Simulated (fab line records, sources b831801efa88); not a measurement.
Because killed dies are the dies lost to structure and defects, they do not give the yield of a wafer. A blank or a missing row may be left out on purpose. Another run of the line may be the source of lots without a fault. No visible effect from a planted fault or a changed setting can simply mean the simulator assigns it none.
Chamber matching || flow gf180mcu || GF_V2_CMP_04 on cmp-01: 4 sister chambers
The step polishes SiO2. 4 wafers are shown with their chamber, then 10 later ones without.

WAFERS, EACH WITH ITS CHAMBER
{"wafer": "L675.5", "chamber": 2, "motor current A (A)": 12.0}
{"wafer": "L681.6", "chamber": 0, "motor current A (A)": 11.9}
{"wafer": "L682.2", "chamber": 1, "motor current A (A)": 11.3}
{"wafer": "L682.4", "chamber": 3, "motor current A (A)": 12.0}

WAFERS WHOSE CHAMBER IS MISSING
{"wafer": "L682.5", "motor current A (A)": 12.5}
{"wafer": "L683.1", "motor current A (A)": 12.2}
{"wafer": "L683.3", "motor current A (A)": 12.4}
{"wafer": "L683.4", "motor current A (A)": 12.7}
{"wafer": "L688.1", "motor current A (A)": 12.0}
{"wafer": "L688.2", "motor current A (A)": 12.8}
{"wafer": "L688.3", "motor current A (A)": 11.6}
{"wafer": "L690.2", "motor current A (A)": 12.4}
{"wafer": "L690.4", "motor current A (A)": 12.4}
{"wafer": "L690.5", "motor current A (A)": 12.2}

WHICH CHAMBER EACH ONE RAN IN
{"wafer": "L682.5", "from the rows above": "can't be placed: 2 or 3 or 0 or 1", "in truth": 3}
{"wafer": "L683.1", "from the rows above": "can't be placed: 2 or 3 or 0 or 1", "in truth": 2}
{"wafer": "L683.3", "from the rows above": "can't be placed: 2 or 3 or 0 or 1", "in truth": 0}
{"wafer": "L683.4", "from the rows above": "can't be placed: 2 or 3 or 0 or 1", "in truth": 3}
{"wafer": "L688.1", "from the rows above": "can't be placed: 2 or 3 or 0 or 1", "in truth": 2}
{"wafer": "L688.2", "from the rows above": "can't be placed: 2 or 3 or 0 or 1", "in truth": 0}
{"wafer": "L688.3", "from the rows above": "can't be placed: 1 or 0 or 2 or 3", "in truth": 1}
{"wafer": "L690.2", "from the rows above": "can't be placed: 2 or 3 or 0 or 1", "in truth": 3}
{"wafer": "L690.4", "from the rows above": "can't be placed: 2 or 3 or 0 or 1", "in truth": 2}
{"wafer": "L690.5", "from the rows above": "can't be placed: 2 or 3 or 0 or 1", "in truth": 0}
0 of 10 placed correctly. Unplaceable from these rows: 10, with the true chamber sitting among the candidates in 10. Wrongly placed: 0.
How it was worked out, from the rows above alone: a wafer's distance from a chamber is the root of the sum, over the readings, of the square of ((its reading less the chamber's mean) divided by the reading's scatter). If the next closest chamber is less than 2 further off than the closest, the wafer can't be placed; otherwise it belongs to the closest. A chamber's mean is the mean of its shown wafers. The scatter (one wafer shown for each chamber): square how far every hidden wafer sits from the nearest shown wafer, average those squares and take the square root.
